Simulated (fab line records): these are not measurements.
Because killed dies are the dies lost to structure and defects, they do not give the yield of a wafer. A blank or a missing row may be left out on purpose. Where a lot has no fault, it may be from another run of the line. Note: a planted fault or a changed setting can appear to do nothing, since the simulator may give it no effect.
Problem report in the 8D (eight disciplines) form, filled by code	flow sky130	the parts of the form that need people (team, actions taken, sign-off) are left out

1. THE ISSUE
Wafers without a fault read 78.8 s, standard deviation 2.9; runLengthS at SKY_FIELD_ISO_WET_ETCH_30 reads a mean of 53.2 s on 6 wafers belonging to 2 lots. That puts it -8.8 standard deviations away from the usual mean.
The step: etches SiO2 in dHF, target depth 25 nm, time 50 s.
Earliest sighting: wafer L500.3 on wetBench-01 at day 6 23:22. The record has a number at this step for 18 wafers belonging to 6 lots. By rule, "out" or "out of limits" means more than 4 standard deviations away from the usual mean. Any other wafer with a number is counted as sound.

2. WHAT IT IS, WHAT IT ISN'T
question	is	is not
which readings at this step	runLengthS	-
which lots	L500, L502	L479, L481, L487, L501
which wafers of those lots	all that have a number	-
read on which tools	wetBench-01	wetBench-02, wetBench-04
when	from day 6 23:22	up to then (9 sound wafers); but 3 sound wafers of L501 came after

3. WHAT RULES OUT EACH SUSPECT
Counting: a tool at a process step up to the reading stays a suspect if it ran every lot that is out and no sound lot after the first of them.
- wetBench-01 at SKY_FIELD_ISO_WET_ETCH_30 (etches SiO2 in dHF, target depth 25 nm, time 50 s): kept. All lots that are out passed through it, beginning with L500 at day 6 23:22, and no sound lot followed; its final sound lot before that point was L481 at day 2 22:44. Its own readings are out on those wafers: runLengthS.
Remaining after the count: wetBench-01 at SKY_FIELD_ISO_WET_ETCH_30.

4. THE CAUSE (what the simulator had put in)
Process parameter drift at SKY_FIELD_ISO_WET_ETCH_30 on wetBench-01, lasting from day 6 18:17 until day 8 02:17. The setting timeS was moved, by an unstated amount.
After counting, this tool was the only one left.

5. SEQUENCE OF EFFECTS, ordered by route
One row per reading whose mean, taken over the struck wafers that have a number, lies over 3 standard deviations from the usual. Only readings for which the record gives a usual standard deviation are gone through. hours: the time from each lot's start at the first step in this table that gives one to its start at this step, as a median over the lots. sigmas: the change in usual standard deviations.
hours	step	reading	usual	on struck wafers	change	sigmas
0	SKY_FIELD_ISO_WET_ETCH_30	runLengthS	78.8 s	53.2	-25.6	-8.8
Process steps it contains:
- SKY_FIELD_ISO_WET_ETCH_30: etches SiO2 in dHF, target depth 25 nm, time 50 s.
At these later measuring or inspecting steps, every struck wafer for which the step has a row has a number for every such reading, and none has moved that far: SKY_NWELL_THK_MEAS_02, SKY_DNWELL_TW_MEAS_09, SKY_PWDE_OVL_MEAS_07, SKY_PWDE_TW_MEAS_10.

6. WHAT WOULD HAVE CAUGHT IT SOONER
First out-of-limits reading in this record: day 6 23:22, which is 5 hours after fault onset at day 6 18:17.
